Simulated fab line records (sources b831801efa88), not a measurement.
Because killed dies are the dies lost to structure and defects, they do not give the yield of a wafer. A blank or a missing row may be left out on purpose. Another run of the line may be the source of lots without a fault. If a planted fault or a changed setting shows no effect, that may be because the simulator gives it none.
Which tool was responsible? ; flow gf180mcu ; route of 602 steps, sampled at 1 step: 6 lots, 18 wafers

== WHAT THE GAUGES READ, wafer by wafer ==
GF_STI_CD_MEAS_12: the cd target is 220 nm.
lot;measured;on;cd_nm (nm)
L694;day 2 06:26;cd_sem-01;219.9 219.1 219.6
L698;day 3 03:05;cd_sem-01;222.5 222.1 222.2
L700;day 3 12:34;cd_sem-01;218.6 218.8 218.4
L702;day 3 23:58;cd_sem-01;221.7 221.1 220.3
L712;day 6 02:14;cd_sem-02;220.1 220.1 220.8
L715;day 6 20:34;cd_sem-02;219.2 218.1 217.7

== WHAT TOOL EACH LOT RAN ON (gives the tool, then ch and the chambers of the sampled wafers, and finally the start) ==
The record holds no process step before these readings.

== THE ANSWER, worked out from the rows above alone ==
Rule: usual is defined by the lots themselves. The widest of any qualifying gaps counts: lots, ordered by their means at a reading, are off when they make up no more than a third of the lots, leave a main group of 4 or more, and stand apart from it by 3 or more times the standard deviation of that group's means. A main group whose means are all the same, to the digits that the tables above print for the reading, isn't used. Also off: a lot with no number at a reading for which 4 or more lots have one. The other lots that the step has rows for count as sound.
Nothing can be told from this: no lot is off at any reading shown.

== WHAT HAD BEEN PUT IN BY THE SIMULATOR ==
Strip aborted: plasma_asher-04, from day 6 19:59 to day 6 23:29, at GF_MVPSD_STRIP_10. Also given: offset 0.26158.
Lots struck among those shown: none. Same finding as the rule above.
